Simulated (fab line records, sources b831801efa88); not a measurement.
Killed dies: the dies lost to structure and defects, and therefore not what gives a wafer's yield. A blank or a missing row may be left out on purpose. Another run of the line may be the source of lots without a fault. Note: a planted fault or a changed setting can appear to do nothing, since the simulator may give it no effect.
Commonality check across tools    flow sfq_line    Sample size 14 lots and 42 wafers

REASON IT WAS OPENED
Of 14 lots, 2 have the reading M4_NB_RS flagged at SFQ_M4_RS_MEAS_924. Fault-free wafers read 0.884 ohm/sq, with a standard deviation of 0.011.
Rule: a lot is flagged when every wafer of it that has a number lies more than 4 standard deviations from that mean, or none has a number. The rest of the lots are taken to be sound.

lot   measured      on             M4_NB_RS (ohm/sq), wafer by wafer  flag
L472  day 32 08:04  film_metro-04  0.893 0.876 0.887                  
L473  day 32 14:04  film_metro-03  0.904 0.888 0.901                  
L474  day 32 23:41  film_metro-03  0.858 0.887 0.878                  
L475  day 33 13:58  film_metro-03  0.870 0.893 0.889                  
L477  day 34 04:24  film_metro-01  0.887 0.882 0.870                  
L482  day 35 23:07  film_metro-03  0.777 0.770 0.757                  FLAGGED
L484  day 36 09:57  film_metro-01  0.867 0.891 0.889                  
L486  day 37 08:43  film_metro-04  0.782 0.779 0.783                  FLAGGED
L489  day 38 03:57  film_metro-03  0.894 0.894 0.888                  
L491  day 39 03:56  film_metro-04  0.880 0.903 0.884                  
L492  day 39 11:08  film_metro-01  0.885 0.878 0.893                  
L493  day 39 14:43  film_metro-03  0.900 0.882 0.887                  
L494  day 39 19:32  film_metro-01  0.869 0.893 0.891                  
L495  day 40 07:19  film_metro-01  0.881 0.898 0.883                  
The numbers of the flagged lots are 0.775 ohm/sq on average: -0.109 ohm/sq against the usual, or -10 standard deviations.

LOT BY LOT: THE TOOL USED
The record keeps 1 process step preceding the reading, out of 325 steps on the route. Read each cell as the tool, then ch plus the chambers that the sampled wafers visited, then the start.
lot   flag     SFQ_TRILAYER_M4_DEP_SPUTTER_091
L472           pvd_sputter-05, day 32 07:58
L473           pvd_sputter-04, day 32 13:58
L474           pvd_sputter-03, day 32 23:34
L475           pvd_sputter-03, day 33 13:52
L477           pvd_sputter-05, day 34 04:16
L482  FLAGGED  pvd_sputter-03, day 35 23:01
L484           pvd_sputter-04, day 36 09:51
L486  FLAGGED  pvd_sputter-03, day 37 08:37
L489           pvd_sputter-05, day 38 03:49
L491           pvd_sputter-04, day 39 03:50
L492           pvd_sputter-04, day 39 11:01
L493           pvd_sputter-05, day 39 14:37
L494           pvd_sputter-04, day 39 19:25
L495           pvd_sputter-05, day 40 07:14
What is done by these steps:
- SFQ_TRILAYER_M4_DEP_SPUTTER_091: material Nb, target thk 200 nm, time 133.3 s.
- SFQ_M4_RS_MEAS_924: measures by four-point-probe.

FLAGGED AGAINST TOTAL, ONE TOOL AT A TIME (gauges that did the reading follow at the end)
step                             tool            lots run  flagged  share of the flagged lots  sound lots run after its first flagged lot
SFQ_TRILAYER_M4_DEP_SPUTTER_091  pvd_sputter-03  4         2        all                        0
SFQ_TRILAYER_M4_DEP_SPUTTER_091  pvd_sputter-04  5         0        none                       -
SFQ_TRILAYER_M4_DEP_SPUTTER_091  pvd_sputter-05  5         0        none                       -
SFQ_M4_RS_MEAS_924               film_metro-01   5         0        none                       -
SFQ_M4_RS_MEAS_924               film_metro-03   6         1        some                       2 (L489,L493)
SFQ_M4_RS_MEAS_924               film_metro-04   3         1        some                       1 (L491)

THE TABLE: WHAT IT ALLOWS
In the table, 1 row covers all flagged lots: pvd_sputter-03 at SFQ_TRILAYER_M4_DEP_SPUTTER_091.
- pvd_sputter-03 at SFQ_TRILAYER_M4_DEP_SPUTTER_091 ran 4 lots, 2 of them flagged. It ran its last sound lot, L475, at day 33 13:52 and its first flagged lot, L482, at day 35 23:01: a fault with its onset between the two fits. Its own readings lie more than 4 standard deviations out on every wafer of the flagged lots: cathode_dc_power_W.
Left over: one tool, pvd_sputter-03 at SFQ_TRILAYER_M4_DEP_SPUTTER_091.

WHAT WAS PUT IN BY THE SIMULATOR
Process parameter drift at SFQ_TRILAYER_M4_DEP_SPUTTER_091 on pvd_sputter-03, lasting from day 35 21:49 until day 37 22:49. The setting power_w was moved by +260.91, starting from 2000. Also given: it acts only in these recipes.
Lots struck among those shown: L482, L486. The same result came from the rule above.
